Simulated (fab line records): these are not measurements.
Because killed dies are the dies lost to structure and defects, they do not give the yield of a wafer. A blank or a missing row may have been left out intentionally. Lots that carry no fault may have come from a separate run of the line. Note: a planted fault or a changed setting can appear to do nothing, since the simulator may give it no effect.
Problem report, 8D (eight disciplines) form, completed by code ; flow gf180mcu ; the parts of the form that need people (team, actions taken, sign-off) are left out

1. PROBLEM STATEMENT
At GF_V5_CVD_02, rf fwd power W averages 501.3 W over 6 wafers from 2 lots, while fault-free wafers read 597.3 W, standard deviation 2. Relative to the usual mean, that is a shift of -48 standard deviations.
The step: deposits SiO2 from TEOS, target thk 1450 nm, time 163.28 s.
The first sign was on wafer L776.2 at day 31 22:22, on pecvd-03. The record holds 18 wafers of 6 lots with a number at this step. By rule, "out" or "out of limits" means more than 4 standard deviations away from the usual mean. All remaining wafers that have a number are taken as sound.

2. WHAT IT IS, AND WHAT IT ISN'T
question;is;is not
which readings at this step;rf fwd power W;heater power w
which lots;L776, L777;L758, L760, L765, L779
which wafers of those lots;all that have a number;-
read on which tools;pecvd-03;pecvd-01, pecvd-02
when;from day 31 22:22;"up to then (9 sound wafers); but 3 sound wafers of L779 came after"

3. THE SUSPECTS, EACH WITH WHAT RULES IT OUT
Counting: any tool at a process step up to the reading is kept as a suspect provided that every lot that is out went through it and no sound lot did after the first of them.
- rie metal-03 at GF_M5_METAL_ETCH_10 (etches the open film in Cl2/BCl3, stops on SiO2, target depth 750.8 nm, time 125.1 s): ruled out as a lasting fault. Sound lots L779 ran on it after its first lot that is out, L776 (day 31 21:36).
- plasma asher-03 at GF_M5_STRIP_11 (strips in O2/N2): ruled out as a lasting fault. Sound lots L779 ran on it after its first lot that is out, L776 (day 31 21:44).
- pecvd-03 at GF_V5_CVD_02 (deposits SiO2 from TEOS, target thk 1450 nm, time 163.28 s): kept. All lots that are out passed through it, beginning with L776 at day 31 22:22, and no sound lot followed; its final sound lot before that point was L765 at day 28 23:50. Out on those wafers are its own readings of rf fwd power W.
Left after counting: pecvd-03 at GF_V5_CVD_02.

4. THE CAUSE (what the simulator had put in)
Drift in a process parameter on pecvd-03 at GF_V5_CVD_02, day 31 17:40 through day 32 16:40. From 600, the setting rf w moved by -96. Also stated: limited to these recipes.
The count eliminated every tool but this one.

5. THE EFFECT CHAIN, in route order
Rows list readings where the struck wafers' mean (over those with a number) sits beyond 3 standard deviations from the usual. Scope: only readings with a usual standard deviation given in the record; hours: median across lots of the time from each lot's start at the first step in this table that gives one to its start at this step; sigmas: change in usual standard deviations.
hours;step;reading;usual;on struck wafers;change;sigmas
0;GF_V5_CVD_02;rf fwd power W;597.3 W;501.3;-96.0;-48
Its process steps:
- GF_V5_CVD_02: deposits SiO2 from TEOS, target thk 1450 nm, time 163.28 s.
At these later measuring or inspecting steps, every struck wafer for which the step has a row has a number for every such reading, and none has moved that far: GF_V5_THK_MEAS_03.

6. HOW IT WOULD HAVE BEEN CAUGHT EARLIER
In this record no reading fell out of limits until day 31 22:22, 5 hours after the fault had begun at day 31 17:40.
